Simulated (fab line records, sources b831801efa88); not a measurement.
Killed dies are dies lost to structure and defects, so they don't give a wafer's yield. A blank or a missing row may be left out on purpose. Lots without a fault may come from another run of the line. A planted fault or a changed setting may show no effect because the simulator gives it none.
Which tool did it? | flow gf180mcu | 14 lots, 42 wafers sampled, at 4 steps of a route of 602

WHAT THE GAUGES READ, wafer by wafer
GF_PSD_OVL_MEAS_08. Usual: PSD_OVL -1.3 nm, standard deviation 1.3.
lot  | measured     | on         | PSD_OVL (nm)   | flag
L171 | day 14 13:20 | overlay-01 | -1.5 0.3 0.0   |
L173 | day 15 09:04 | overlay-01 | -0.6 -3.6 -1.3 |
L174 | day 15 16:18 | overlay-01 | 0.4 0.7 -0.5   |
L176 | day 16 16:30 | overlay-01 | -0.3 -0.1 -0.2 |
L177 | day 16 14:40 | overlay-01 | -1.2 -0.8 -1.8 |
L178 | day 16 19:52 | overlay-01 | -2.0 -1.3 -2.7 |
L186 | day 19 14:49 | overlay-01 | -1.9 -1.4 -0.6 |
L187 | day 20 02:16 | overlay-01 | -0.2 -0.1 1.6  |
L188 | day 20 12:51 | overlay-02 | -2.0 -1.0 -2.2 |
L189 | day 20 20:08 | overlay-01 | -2.7 -3.9 -2.7 |
L190 | day 21 02:03 | overlay-01 | -1.1 -2.7 -0.6 |
L191 | day 21 10:09 | overlay-01 | -0.6 -1.1 0.1  |
L192 | day 21 19:48 | overlay-01 | -2.3 -2.4 -1.7 |
L193 | day 22 14:46 | overlay-02 | -4.0 -1.5 -1.9 |

GF_CONTACT_THK_MEAS_03. Usual: CONTACT_CVD_02_THK 861 nm, standard deviation 12.
lot  | measured     | on            | CONTACT_CVD_02_THK (nm) | flag
L171 | day 15 12:55 | film_metro-02 | 850 874 878             |
L173 | day 16 08:34 | film_metro-04 | 855 877 862             |
L174 | day 16 15:38 | film_metro-04 | 853 861 872             |
L176 | day 17 15:48 | film_metro-02 | 846 857 844             |
L177 | day 17 13:35 | film_metro-04 | 851 860 872             |
L178 | day 17 18:58 | film_metro-02 | 831 857 860             |
L186 | day 20 16:23 | film_metro-04 | 847 844 854             |
L187 | day 21 03:53 | film_metro-04 | 854 860 861             |
L188 | day 21 15:01 | film_metro-04 | 864 885 875             |
L189 | day 21 21:52 | film_metro-02 | 847 859 852             |
L190 | day 22 03:16 | film_metro-04 | 851 866 867             |
L191 | day 22 11:19 | film_metro-04 | 842 845 850             |
L192 | day 22 20:12 | film_metro-04 | 844 863 858             |
L193 | day 23 14:56 | film_metro-04 | 868 852 856             |

WHICH TOOL RAN EACH LOT (tool, then ch and the chambers of the sampled wafers, then the start)
lot  | GF_STI_STRIP_15                     | GF_POLY_GATE_SOFTBAKE_06
L171 | plasma_asher-01 ch 0,1, day 2 06:32 | litho_track-01 ch 0, day 9 03:00
L173 | plasma_asher-02 ch 0,1, day 2 17:24 | litho_track-03 ch 0, day 9 19:00
L174 | plasma_asher-03 ch 0, day 3 00:07   | litho_track-03 ch 0, day 10 01:00
L176 | plasma_asher-02 ch 0,1, day 3 08:52 | litho_track-02 ch 0, day 10 17:00
L177 | plasma_asher-02 ch 0,1, day 3 13:54 | litho_track-03 ch 0, day 10 20:00
L178 | plasma_asher-01 ch 0,1, day 3 18:52 | litho_track-03 ch 0, day 11 00:00
L186 | plasma_asher-01 ch 0,1, day 5 12:15 | litho_track-01 ch 0, day 13 09:00
L187 | plasma_asher-01 ch 0, day 5 16:36   | litho_track-02 ch 0, day 13 17:00
L188 | plasma_asher-02 ch 0,1, day 5 23:27 | litho_track-01 ch 0, day 14 02:00
L189 | plasma_asher-01 ch 0,1, day 6 03:02 | litho_track-03 ch 0, day 14 10:00
L190 | plasma_asher-02 ch 0,1, day 6 09:06 | litho_track-02 ch 0, day 14 16:00
L191 | plasma_asher-02 ch 0,1, day 6 14:12 | litho_track-01 ch 0, day 14 22:00
L192 | plasma_asher-03 ch 0,1, day 6 19:25 | litho_track-02 ch 0, day 15 07:00
L193 | plasma_asher-03 ch 0,1, day 7 00:24 | litho_track-01 ch 0, day 15 14:00
- GF_STI_STRIP_15: strips in O2/N2.
- GF_POLY_GATE_SOFTBAKE_06: time 60 s.

WHAT THE TOOLS THEMSELVES READ (means of the sampled wafers that have a number; where no wafer has one, the mark that the record gives instead)
GF_STI_STRIP_15. Usual: drypump_motor_current_A 5.9 A, standard deviation 0.45; heater_power_w 329 W, standard deviation 26; oes_product_au 0.383 a.u., standard deviation 0.0055; strip_time_to_endpoint_s 3.72 s, standard deviation 0.055.
lot  | tool            | drypump_motor_current_A (A) | heater_power_w (W) | oes_product_au (a.u.) | strip_time_to_endpoint_s (s) | flag
L171 | plasma_asher-01 | 5.7                         | 330                | 0.379                 | 3.74                         |
L173 | plasma_asher-02 | 6.0                         | 330                | 0.383                 | 3.72                         |
L174 | plasma_asher-03 | 6.0                         | 277                | 0.388                 | 3.73                         |
L176 | plasma_asher-02 | 6.0                         | 335                | 0.383                 | 3.67                         |
L177 | plasma_asher-02 | 6.1                         | 332                | 0.385                 | 3.67                         |
L178 | plasma_asher-01 | 5.7                         | 331                | 0.386                 | 3.71                         |
L186 | plasma_asher-01 | 5.7                         | 330                | 0.385                 | 3.79                         |
L187 | plasma_asher-01 | 5.6                         | 353                | 0.379                 | 3.70                         |
L188 | plasma_asher-02 | 6.1                         | 333                | 0.384                 | 3.73                         |
L189 | plasma_asher-01 | 5.6                         | 342                | 0.380                 | 3.72                         |
L190 | plasma_asher-02 | 5.6                         | 326                | 0.383                 | 3.67                         |
L191 | plasma_asher-02 | 6.1                         | 331                | 0.388                 | 3.75                         |
L192 | plasma_asher-03 | 6.1                         | 324                | 0.394                 | 3.75                         |
L193 | plasma_asher-03 | 6.1                         | 329                | 0.383                 | 3.75                         |

GF_POLY_GATE_SOFTBAKE_06. Usual: heater_power_total_W 93.04 W, standard deviation 0.057; run_length_s 89.24 s, standard deviation 0.27.
lot  | tool           | heater_power_total_W (W) | run_length_s (s) | flag
L171 | litho_track-01 | 93.02                    | 88.90            |
L173 | litho_track-03 | 92.97                    | 89.46            |
L174 | litho_track-03 | 92.97                    | 89.47            |
L176 | litho_track-02 | 93.10                    | 89.30            |
L177 | litho_track-03 | 93.04                    | 96.48            | OFF
L178 | litho_track-03 | 93.04                    | 96.36            | OFF
L186 | litho_track-01 | 92.98                    | 88.99            |
L187 | litho_track-02 | 93.04                    | 89.29            |
L188 | litho_track-01 | 93.05                    | 88.85            |
L189 | litho_track-03 | 93.04                    | 89.46            |
L190 | litho_track-02 | 93.08                    | 89.28            |
L191 | litho_track-01 | 93.09                    | 88.97            |
L192 | litho_track-02 | 93.03                    | 89.45            |
L193 | litho_track-01 | 92.94                    | 88.98            |

THE ANSWER, worked out from the rows above alone
Rule: a lot is off if the mean of its wafers that have a number lies more than 3 standard deviations from the usual mean. A lot without any number at a reading at which 4 lots or more have one is off too. The other lots that the step has rows for count as sound. The gauges are gone through in route order, then the tools' own readings, and for those a lot's mean is taken as printed above. The first step at which some lot is off is used, and at that step the reading that is off furthest; a lot without a number counts as furthest.
Off: L177, L178, at GF_POLY_GATE_SOFTBAKE_06 (run_length_s).
A tool fits if, at that step or a process step before it, it ran every lot that is off, and no sound lot after the first of them. None of those tried fits.

WHAT THE SIMULATOR HAD PUT IN
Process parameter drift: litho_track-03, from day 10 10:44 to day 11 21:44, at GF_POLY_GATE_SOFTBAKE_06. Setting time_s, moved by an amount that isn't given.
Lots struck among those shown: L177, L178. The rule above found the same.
